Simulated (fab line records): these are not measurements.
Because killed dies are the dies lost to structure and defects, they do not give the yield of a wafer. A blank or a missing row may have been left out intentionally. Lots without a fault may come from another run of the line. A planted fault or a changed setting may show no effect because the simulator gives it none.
Chamber matching | flow sfq line | SFQ_TRILAYER_L0_VIA_BARC_OPEN_VIA_ETCH_021 on rie diel-04 has 4 sister chambers
The step etches BARC in O2, target depth 125 nm, time 41.7 s. 14 wafers are shown with their chamber, then 7 later ones without.

## WAFERS, EACH WITH ITS CHAMBER
wafer  | chamber | drypump motor current A (A) | oes product au (a.u.)
L197.2 | 2       | 5.76                        | 0.685
L197.5 | 2       | 5.75                        | 0.681
L197.6 | 3       | 5.79                        | 0.686
L201.4 | 0       | 5.73                        | 0.686
L201.5 | 0       | 5.70                        | 0.683
L201.6 | 3       | 5.81                        | 0.692
L214.2 | 0       | 5.68                        | 0.687
L214.4 | 3       | 5.81                        | 0.682
L214.6 | 1       | 5.36                        | 0.684
L216.4 | 1       | 5.35                        | 0.679
L216.5 | 0       | 5.68                        | 0.691
L216.6 | 1       | 5.37                        | 0.691
L217.1 | 1       | 5.37                        | 0.685
L217.5 | 3       | 5.79                        | 0.686

SIGNATURES (means of the wafers above)
reading                 | chamber 0 | chamber 1 | chamber 2 | chamber 3 | scatter within a chamber
drypump motor current A | 5.6975    | 5.3625    | 5.7550    | 5.8000    | 0.0155
oes product au          | 0.68675   | 0.68475   | 0.68300   | 0.68650   | 0.00406
Rule: a wafer's distance from a chamber is the root of the sum, over the readings, of the square of ((its reading less the chamber's mean) divided by the reading's scatter). If the next closest chamber is less than 2 further off than the closest, the wafer can't be placed; otherwise it belongs to the closest. The scatter is the square root of a quotient: the sum, over the shown wafers, of each reading's squared deviation from its chamber's mean, divided by wafers minus chambers.

## WAFERS WITH NO CHAMBER GIVEN
wafer  | drypump motor current A (A) | oes product au (a.u.)
L217.6 | 5.80                        | 0.691
L219.2 | 5.76                        | 0.679
L219.3 | 5.71                        | 0.685
L219.5 | 5.76                        | 0.681
L220.1 | 5.81                        | 0.693
L220.4 | 5.33                        | 0.691
L220.5 | 5.69                        | 0.686

## CHAMBER TAKEN BY EACH
wafer  | from the rows above | in truth
L217.6 | 3                   | 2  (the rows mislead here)
L219.2 | 2                   | 2
L219.3 | 0                   | 0
L219.5 | 2                   | 2
L220.1 | 3                   | 3
L220.4 | 1                   | 1
L220.5 | 0                   | 0
Correct placement for 6 of the 7. Not placeable from these rows: 0. Number placed wrongly: 1.
